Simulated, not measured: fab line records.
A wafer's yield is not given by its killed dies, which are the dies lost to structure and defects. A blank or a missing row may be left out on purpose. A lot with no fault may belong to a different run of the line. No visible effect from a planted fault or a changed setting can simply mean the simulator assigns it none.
Chamber matching    flow sky130    cmp-01 running SKY_LI_CONTACT_CMP_02: 4 sister chambers
The step polishes PSG. 8 wafers are shown with their chamber, then 12 later ones without.

== WAFERS, EACH WITH ITS CHAMBER ==
wafer   chamber  motorCurrentA (A)  timeToEndpointS (s)
L085.1  1        11.7               26.3
L085.2  0        11.6               32.4
L086.1  3        11.1               32.8
L086.4  2        13.5               27.6
L086.6  1        12.0               27.4
L088.1  2        13.8               32.5
L088.3  3        11.3               33.7
L088.4  0        12.1               32.8

== WAFERS MISSING THEIR CHAMBER ==
wafer   motorCurrentA (A)  timeToEndpointS (s)
L089.2  11.5               33.8
L089.3  14.1               31.6
L089.6  11.6               36.2
L091.1  11.9               30.3
L091.5  12.8               31.4
L091.6  12.5               27.3
L093.3  13.0               31.8
L093.4  11.3               33.8
L093.6  11.5               33.1
L095.2  12.4               34.4
L095.3  12.6               26.9
L095.5  13.1               30.0

== CHAMBER TAKEN BY EACH ==
wafer    from the rows above            in truth
L089.2   can't be placed: 3 or 0        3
L089.3   2                              2
L089.6   can't be placed: 0 or 3        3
L091.1   can't be placed: 0 or 1        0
L091.5   can't be placed: 2 or 0 or 1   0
L091.6   can't be placed: 1 or 0        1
L093.3   can't be placed: 2 or 0        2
L093.4   can't be placed: 3 or 0        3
L093.6   can't be placed: 3 or 0        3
L095.2   0                              0
L095.3   can't be placed: 1 or 0 or 2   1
L095.5   2                              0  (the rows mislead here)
2 of 12 placed correctly. Unplaceable from these rows: 9, with the true chamber sitting among the candidates in 9. 1 placed wrongly.
How it was worked out, from the rows above alone: a wafer's distance from a chamber is the root of the sum, over the readings, of the square of ((its reading less the chamber's mean) divided by the reading's scatter). The wafer belongs to the nearest chamber; if the next one is less than 2 further off, it can't be placed. Each chamber's mean is taken over the wafers shown for it. The scatter: the root of (the sum of the squares of (reading less its chamber's mean) over the shown wafers, divided by (wafers less chambers)).
